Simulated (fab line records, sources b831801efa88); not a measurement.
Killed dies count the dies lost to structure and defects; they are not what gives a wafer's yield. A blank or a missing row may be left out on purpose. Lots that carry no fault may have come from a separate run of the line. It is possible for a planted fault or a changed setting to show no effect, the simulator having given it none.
Which tool was responsible? + flow gf180mcu + 14 lots, 42 wafers sampled, at 3 steps of a route of 602

WHAT THE GAUGES SHOWED, per wafer
GF_VT_IMPLANT_TW_MEAS_21.
| lot  | measured     | on            | VT_IMPLANT_2_TW |
|------|--------------|---------------|-----------------|
| L254 | day 6 07:23  | film_metro-01 | 1219 1220 1218  |
| L255 | day 6 12:20  | film_metro-03 | 1220 1222 1222  |
| L256 | day 6 16:39  | film_metro-01 | 1210 1214 1211  |
| L257 | day 7 00:16  | film_metro-04 | 1206 1213 1201  |
| L258 | day 7 07:27  | film_metro-04 | 1209 1200 1211  |
| L260 | day 8 01:56  | film_metro-04 | 1202 1202 1198  |
| L261 | day 8 02:00  | film_metro-03 | 1215 1217 1210  |
| L267 | day 9 22:58  | film_metro-04 | 1204 1208 1199  |
| L269 | day 10 06:30 | film_metro-03 | 1223 1213 1220  |
| L270 | day 10 15:23 | film_metro-03 | 1212 1219 1211  |
| L271 | day 10 20:19 | film_metro-01 | 1221 1228 1228  |
| L272 | day 11 03:11 | film_metro-04 | 1219 1216 1213  |
| L275 | day 11 20:38 | film_metro-04 | 1214 1211 1217  |
| L276 | day 12 04:25 | film_metro-04 | 1200 1207 1210  |

GF_HV_LDD_RS_MEAS_53: measurement is done with a four-point probe.
| lot  | measured     | on            | HV_LDD_RS (ohm/sq) |
|------|--------------|---------------|--------------------|
| L254 | day 12 10:35 | film_metro-01 | 418.4 417.9 417.8  |
| L255 | day 12 16:47 | film_metro-01 | 417.3 416.5 417.2  |
| L256 | day 12 23:17 | film_metro-02 | 418.4 418.3 418.8  |
| L257 | day 13 09:08 | film_metro-03 | 418.7 417.3 417.5  |
| L258 | day 13 18:48 | film_metro-03 | 410.3 411.6 411.0  |
| L260 | day 14 17:05 | film_metro-01 | 412.0 411.3 411.8  |
| L261 | day 14 18:27 | film_metro-02 | 410.9 411.5 410.8  |
| L267 | day 17 02:53 | film_metro-03 | 415.9 415.5 416.3  |
| L269 | day 17 16:19 | film_metro-01 | 418.1 417.2 417.6  |
| L270 | day 18 02:02 | film_metro-01 | 418.3 419.1 419.5  |
| L271 | day 18 06:35 | film_metro-01 | 417.8 418.1 417.2  |
| L272 | day 18 13:06 | film_metro-02 | 417.3 417.1 417.8  |
| L275 | day 19 11:19 | film_metro-02 | 416.3 416.8 416.6  |
| L276 | day 20 00:55 | film_metro-03 | 416.0 415.5 415.8  |

WHICH TOOL RAN EACH LOT (tool, then ch and the chambers of the sampled wafers, then the start)
| lot  | GF_HV_LDD_IMPLANT_36            |
|------|---------------------------------|
| L254 | implanter-02 ch 0, day 11 14:35 |
| L255 | implanter-01 ch 0, day 11 20:38 |
| L256 | implanter-04 ch 0, day 12 03:11 |
| L257 | implanter-01 ch 0, day 12 13:00 |
| L258 | implanter-01 ch 0, day 12 21:24 |
| L260 | implanter-01 ch 0, day 13 19:29 |
| L261 | implanter-01 ch 0, day 13 20:55 |
| L267 | implanter-02 ch 0, day 16 03:28 |
| L269 | implanter-01 ch 0, day 16 16:51 |
| L270 | implanter-01 ch 0, day 17 02:07 |
| L271 | implanter-01 ch 0, day 17 06:44 |
| L272 | implanter-04 ch 0, day 17 12:50 |
| L275 | implanter-02 ch 0, day 18 10:08 |
| L276 | implanter-01 ch 0, day 18 23:34 |
- GF_HV_LDD_IMPLANT_36

AS READ BY THE TOOLS THEMSELVES (means over the sampled wafers that have a number; for cases with no such wafer, the mark the record gives instead)
GF_HV_LDD_IMPLANT_36.
| lot  | tool         | beam_energy_keV |
|------|--------------|-----------------|
| L254 | implanter-02 | 60.017          |
| L255 | implanter-01 | 60.002          |
| L256 | implanter-04 | 60.011          |
| L257 | implanter-01 | 59.992          |
| L258 | implanter-01 | 53.494          |
| L260 | implanter-01 | 53.507          |
| L261 | implanter-01 | 53.491          |
| L267 | implanter-02 | 59.966          |
| L269 | implanter-01 | 60.003          |
| L270 | implanter-01 | 60.009          |
| L271 | implanter-01 | 60.012          |
| L272 | implanter-04 | 60.012          |
| L275 | implanter-02 | 59.999          |
| L276 | implanter-01 | 59.985          |

THE ANSWER, worked out from the rows above alone
Rule: usual is defined by the lots themselves. Put in order of their means at a reading, lots are off if they are a third of the lots or fewer, leave a main group of 4 or more, and stand apart from it by a gap of 3 or more times the standard deviation of the main group's means; of several such gaps the widest counts. Not used: any main group whose means are identical at the precision the tables above print for the reading. A lot without any number at a reading at which 4 lots or more have one is off too. Where the step has rows for the other lots, those lots are counted as sound. The gauges are gone through in route order, then the tools' own readings, and for those a lot's mean is taken as printed above. The first step at which some lot is off is used, and at that step the reading that is off furthest; a lot without a number counts as furthest.
Off: L258, L260, L261, at GF_HV_LDD_RS_MEAS_53 (HV_LDD_RS). Mean 417.4 ohm/sq and standard deviation 0.96 in the main group.
If a tool, at a process step before that reading, ran all the lots that are off and no sound lot after the first of them, it fits. Not tried: the gauges at GF_HV_LDD_RS_MEAS_53; whatever is off there is also off at GF_HV_LDD_IMPLANT_36, on other tools, and gauge error can't account for it. Not one of the candidates tried fits.

WHAT THE SIMULATOR HAD INSERTED
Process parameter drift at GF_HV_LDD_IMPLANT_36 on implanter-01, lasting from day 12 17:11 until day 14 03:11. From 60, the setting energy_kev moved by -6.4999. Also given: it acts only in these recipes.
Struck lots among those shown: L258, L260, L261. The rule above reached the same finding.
